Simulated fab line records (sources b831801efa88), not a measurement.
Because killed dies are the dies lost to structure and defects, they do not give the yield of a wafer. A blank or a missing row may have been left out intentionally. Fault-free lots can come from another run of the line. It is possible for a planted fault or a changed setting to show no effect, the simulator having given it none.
Matching of chambers ; flow gf180mcu ; GF_V2_CVD_02 on pecvd-03 has 3 sister chambers
The step deposits SiO2 from TEOS, target thk 850 nm, time 94.851 s. 3 wafers are shown with their chamber, then 9 later ones without.

EACH WAFER AND ITS CHAMBER
wafer;chamber;heater power w (W)
L531.1;1;812
L533.3;0;631
L533.6;2;575

WAFERS WITH NO CHAMBER GIVEN
wafer;heater power w (W)
L535.3;599
L535.5;661
L535.6;636
L539.1;601
L539.3;687
L539.6;763
L540.1;691
L540.2;687
L540.4;767

THE CHAMBER EACH PASSED THROUGH
wafer;from the rows above;in truth
L535.3;can't be placed: 2 or 0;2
L535.5;can't be placed: 0 or 2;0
L535.6;can't be placed: 0 or 2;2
L539.1;can't be placed: 2 or 0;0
L539.3;can't be placed: 0 or 2 or 1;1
L539.6;can't be placed: 1 or 0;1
L540.1;can't be placed: 0 or 2 or 1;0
L540.2;can't be placed: 0 or 2 or 1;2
L540.4;1;1
Placed correctly: 1 of 9. Can't be placed from these rows: 8 (the true chamber is among the candidates in 8). Wrongly placed: 0.
How it was worked out, from the rows above alone: a wafer's distance from a chamber is the root of the sum, over the readings, of the square of ((its reading less the chamber's mean) divided by the reading's scatter). The wafer belongs to the nearest chamber; if the next one is less than 2 further off, it can't be placed. A chamber's mean is the mean of its shown wafers. The scatter: with one shown wafer a chamber, the root of the mean of the squares of how far each hidden wafer lies from its nearest shown one.
